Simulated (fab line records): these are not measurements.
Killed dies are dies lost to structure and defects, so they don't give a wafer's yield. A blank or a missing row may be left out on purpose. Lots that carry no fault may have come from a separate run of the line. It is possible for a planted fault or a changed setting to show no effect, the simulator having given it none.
Chamber matching -- flow sky130 -- 4 sister chambers for SKY_VIA1_ETCH_15 on rie_diel-02
The step etches SiO2 in C4F8/O2/Ar, stops on TiN, target depth 351 nm, time 54 s. 8 wafers are shown with their chamber, then 12 later ones without.

## WAFERS WITH THEIR CHAMBER
wafer,chamber,oes_product_au (a.u.)
L079.2,0,0.983
L084.1,1,0.985
L085.4,0,0.977
L087.2,1,0.981
L087.5,3,0.984
L088.3,2,0.966
L088.5,3,0.985
L088.6,2,0.973

## WAFERS MISSING THEIR CHAMBER
wafer,oes_product_au (a.u.)
L089.4,0.984
L089.5,0.985
L089.6,0.962
L092.1,0.978
L092.4,0.973
L092.6,0.980
L093.2,0.992
L093.3,0.975
L093.5,0.985
L097.2,0.975
L097.3,0.969
L097.4,0.988

## CHAMBER TAKEN BY EACH
wafer,from the rows above,in truth
L089.4,can't be placed: 3 or 1 or 0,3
L089.5,can't be placed: 3 or 1 or 0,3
L089.6,2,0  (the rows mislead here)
L092.1,can't be placed: 0 or 1 or 3 or 2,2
L092.4,can't be placed: 2 or 0 or 1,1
L092.6,can't be placed: 0 or 1 or 3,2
L093.2,can't be placed: 3 or 1 or 0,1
L093.3,can't be placed: 0 or 2 or 1 or 3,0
L093.5,can't be placed: 3 or 1 or 0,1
L097.2,can't be placed: 0 or 2 or 1 or 3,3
L097.3,2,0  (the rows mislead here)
L097.4,can't be placed: 3 or 1 or 0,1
0 of 12 placed correctly. Can't be placed from these rows: 10 (the true chamber is among the candidates in 9). Wrongly placed: 2.
How it was worked out, from the rows above alone: a wafer's distance from a chamber is the root of the sum, over the readings, of the square of ((its reading less the chamber's mean) divided by the reading's scatter). The wafer belongs to the nearest chamber; if the next one is less than 2 further off, it can't be placed. The mean given for a chamber averages the wafers shown for that chamber. The scatter: the root of (the sum of the squares of (reading less its chamber's mean) over the shown wafers, divided by (wafers less chambers)).
